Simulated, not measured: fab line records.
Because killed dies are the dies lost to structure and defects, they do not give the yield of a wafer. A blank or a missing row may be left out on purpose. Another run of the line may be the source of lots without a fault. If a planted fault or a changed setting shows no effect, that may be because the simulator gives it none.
Split-lot trial | flow gf180mcu | 5 lots, 23 wafers read, on a route of 602 steps

== THE SPLIT ==
At GF_V4_PEB_12 (peb time 90 s), the setting peb-temp-c was moved away from the recipe's 135 C on 11 of the 23 wafers read, by -1.2% to +2.9%. The other wafers ran this setting at the recipe's value.

== BETWEEN THE SPLIT AND THE READING: the file shows 1 step in between ==
- GF_V4_DEVELOP_13: develop time 60 s

== THE READING ==
cd-nm, in nm, at GF_V4_CD_MEAS_14 (target cd 260 nm). Typical for fault-free wafers on this fab line: 259.8 nm, with standard deviation 1.1 nm.

wafer  | tool, chamber at the split | peb-temp-c as run, C | against the recipe | cd-nm, nm | against lot-mates on the recipe
L074.1 | litho-track-02, 0          | 138.9                | +2.9%              | 268.6     | +9.2
L074.3 | litho-track-02, 0          | 135                  | recipe             | 259.3     | -
L074.4 | litho-track-02, 0          | 138.9                | +2.9%              | 267.9     | +8.5
L074.5 | litho-track-02, 0          | 135                  | recipe             | 259.5     | -
L074.6 | litho-track-02, 0          | 138.9                | +2.9%              | 268.4     | +9.0
L076.1 | litho-track-02, 0          | 133.4                | -1.2%              | 253.6     | -5.3
L076.2 | litho-track-02, 0          | 135                  | recipe             | 259.2     | -
L076.3 | litho-track-02, 0          | 135                  | recipe             | 258.7     | -
L076.5 | litho-track-02, 0          | 133.4                | -1.2%              | 253.9     | -5.0
L076.6 | litho-track-02, 0          | 133.4                | -1.2%              | 253.3     | -5.6
L078.1 | litho-track-02, 0          | 135                  | recipe             | 260.2     | -
L078.2 | litho-track-02, 0          | 137                  | +1.5%              | 264.9     | +4.9
L078.3 | litho-track-02, 0          | 137                  | +1.5%              | 265.1     | +5.1
L078.4 | litho-track-02, 0          | 135                  | recipe             | 259.1     | -
L078.5 | litho-track-02, 0          | 135                  | recipe             | 260.6     | -
L083.1 | litho-track-03, 0          | 135                  | recipe             | 260.1     | -
L083.2 | litho-track-03, 0          | 136.4                | +1.0%              | 264.7     | +4.7
L083.3 | litho-track-03, 0          | 136.4                | +1.0%              | 263.7     | +3.7
L083.4 | litho-track-03, 0          | 135                  | recipe             | 259.9     | -
L083.6 | litho-track-03, 0          | 136.4                | +1.0%              | 264.1     | +4.1
L084.1 | litho-track-04, 0          | 135                  | recipe             | 261.2     | -
L084.4 | litho-track-04, 0          | 135                  | recipe             | 260.6     | -
L084.6 | litho-track-04, 0          | 135                  | recipe             | 260.1     | -

FIT RESULTS
A straight line over all 23 wafers: cd-nm changes by +3.48 nm for each +1% of peb-temp-c; r = +0.97; the points scatter about the line by 1.1 nm.
The same after taking each lot's own level away (the mean of its wafers on the recipe; 23 wafers): +3.43 nm for each +1%; r = +0.99; scatter 0.72 nm.
Per that fit: largest peb-temp-c move, reading shift of 9.9 nm.
Measured against the standard deviation above, the lots' own levels, which go from 258.95 to 260.63 nm, span 1.5 times it.
The two slopes are in agreement: the lot-to-lot level therefore moves the slope only a little.
Check: +9.84 nm against its lot-mates is what the line predicts for one of the wafers moved furthest among these (+2.9%) when that wafer is left out of the fit. It came out at +9.2 nm against them.

== OTHER SPLITS ON THESE WAFERS ==
Other splits were also applied to these wafers ahead of the reading. Each is held against what the fit with the lots' levels taken away leaves over:
other split on the same wafers | wafers away from the commonest value | r with cd-nm (lot level and that fit taken away)
GF_V3_ETCH_17 source-w         | 10                                   | -0.44
GF_M4_SPUTTER_03 power-w       | 11                                   | +0.01
GF_M4_STRIP_17 pressure-mtorr  | 15                                   | +0.35
GF_V4_CVD_00 sih4-flow-sccm    | 5                                    | +0.14

== THE WHOLE CHAIN: every reading that the file lists as answering this split, in the file's order ==
step             | what it does                                                 | reading                                                   | change (the file's fit)              | r (the file's)
GF_V4_CD_MEAS_14 | target cd 260 nm                                             | cd-nm                                                     | +3.38 nm for each +1% of the setting | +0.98
GF_V4_ETCH_16    | etches BARC in N2/H2                                         | V4.cd-nm (the simulator's own value, which no gauge read) | +3.67 nm for each +1% of the setting | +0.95
GF_V4_ETCH_17    | etches SiO2 in C4F8/O2/Ar, stops on TiN, target depth 630 nm | V4.cd-nm (the simulator's own value, which no gauge read) | +3.57 nm for each +1% of the setting | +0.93

== THE FILE'S OWN FIT ==
cd-nm changes by +3.38 nm for each +1% of peb-temp-c, r = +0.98.
